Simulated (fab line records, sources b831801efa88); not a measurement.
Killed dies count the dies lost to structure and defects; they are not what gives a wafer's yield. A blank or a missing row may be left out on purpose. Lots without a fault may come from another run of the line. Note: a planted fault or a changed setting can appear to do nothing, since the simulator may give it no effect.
A struck lot beside a sound one :: flow sky130 :: 16 out of 708 route steps
Sound: the wafers L938.2, L938.4, L938.6. Struck: wafers L946.2, L946.3, L946.5. The cause is given at the end.
Per side, at each step with rows, come the tool, then ch with its chambers, and then its first start. Under that, the readings that differ: sound wafers :: struck wafers :: difference of the means :: sigmas: that difference in standard deviations of wafers without a fault.
alike: readings with means less than 2 such deviations apart, plus words and numbers identical on both sides. not compared: withheld readings, readings lacking a value on some wafer, bounds such as >300 that could conceal the same value, and numbers that have no deviation in the record and whose values overlap.
A row with sigmas, a row that says differs or no value, or rows on one side alone: a step with any of these is where the two part. Numbers that have no deviation but don't overlap get no sigmas and don't part them. A reading that every wafer of one side lacks parts them only if that side has two wafers or more.

first, 3 steps without rows for these wafers: SKY_METAL2_EXPOSE_12 (exposes mask MM2, target cd 140 nm); SKY_METAL2_PEB_13; SKY_METAL2_DEVELOP_14 (develop time 60 s).
SKY_METAL2_CD_MEAS_15 targets a cd of 140 nm.
  sound on cd-sem-02 at day 35 14:29; struck on cd-sem-01 at day 37 23:29
  alike: cd-nm
SKY_METAL2_OVL_MEAS_16:
  sound on overlay-01 at day 35 14:36; struck on overlay-02 at day 37 23:36
  alike: METAL2_OVL
SKY_METAL2_DESCUM_17: chemistry O2, time 8 s.
  sound on rie-metal-04 ch 0,1, day 35 14:38; struck on rie-metal-03 ch 0,1, day 37 23:38
  alike: chamber-pressure-mTorr, drypump-motor-current-A, oes-product-au
  not compared: rf-hours-counter-h
SKY_METAL2_ETCH_18: etches BARC in N2/H2, stops on SiO2, time 45.9 s, target depth 60 nm.
  sound on rie-metal-04 ch 0,1, day 35 14:40; struck on rie-metal-03 ch 0,1, day 37 23:40
  alike: bias-w, chamber-pressure-mTorr, drypump-motor-current-A, oes-product-au, throttle-valve-pct
  not compared: rf-hours-counter-h
SKY_METAL2_METAL_ETCH_19: etches the open film in Cl2/BCl3, stops on SiO2, target depth 360 nm, time 78 s.
  sound on rie-metal-04 ch 0,1, day 35 14:43; struck on rie-metal-03 ch 0,1, day 37 23:43
  alike: bias-w, chamber-pressure-mTorr, drypump-motor-current-A, oes-product-au, throttle-valve-pct
  not compared: rf-hours-counter-h
SKY_METAL2_STRIP_20: strips in O2/N2.
  sound on plasma-asher-03 ch 0, day 35 14:49; struck on plasma-asher-03 ch 0,1, day 37 23:49
  alike: chamber-pressure-mTorr, drypump-motor-current-A, o2-flow-sccm, oes-product-au, strip-time-to-endpoint-s
  not compared: rf-hours-counter-h
then, 3 steps without rows for these wafers: SKY_METAL2_STRIP_21 (strips in post etch residue remover, time 1200 s); SKY_METAL2_CLEAN_22 (cleans in IPA, time 180 s); SKY_METAL2_CLEAN_23 (cleans in O3/DIW).
SKY_VIA2_HDPCVD_00: deposits SiO2, target thk 1180 nm, time 196.7 s.
  sound on hdpcvd-01 ch 0,1, day 35 15:28; struck on hdpcvd-01 ch 0,1,2, day 38 00:24
reading: sih4-flow-sccm (sccm)
sound: 60.15 59.94 60.20
struck: 71.86 72.04 72.03
difference: +11.88
sigmas: +66

reading: model.SiO2_of_VIA2_HDPCVD_00.thk-nm (nm)
sound: 1150 1155 1172
struck: 1376 1393 1406
difference: +233
sigmas: 
SKY_VIA2_THK_MEAS_01:
  sound on film-metro-01 at day 35 15:36; struck on film-metro-04 at day 38 00:32
reading: VIA2_HDPCVD_THK (nm)
sound: 1150 1155 1173
struck: 1377 1393 1407
difference: +233
sigmas: +17
SKY_VIA2_CMP_02: polishes SiO2.
  sound on cmp-02 ch 0,1,3, day 35 15:39; struck on cmp-01 ch 1,2,3, day 38 00:41
  alike: head-pressure-psi, motor-current-A
then, 1 step without rows for these wafers: SKY_PAD_OPEN_PROBE_99.

WHERE THEY PART
First at SKY_VIA2_HDPCVD_00; last, within this record, at SKY_VIA2_THK_MEAS_01. Later steps at which nothing parts them and some readings are alike: SKY_VIA2_CMP_02.

WHY: what the simulator had put in
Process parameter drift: hdpcvd-01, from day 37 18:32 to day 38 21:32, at SKY_VIA2_HDPCVD_00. The setting sih4-flow-sccm was moved by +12, starting from 60. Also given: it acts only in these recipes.
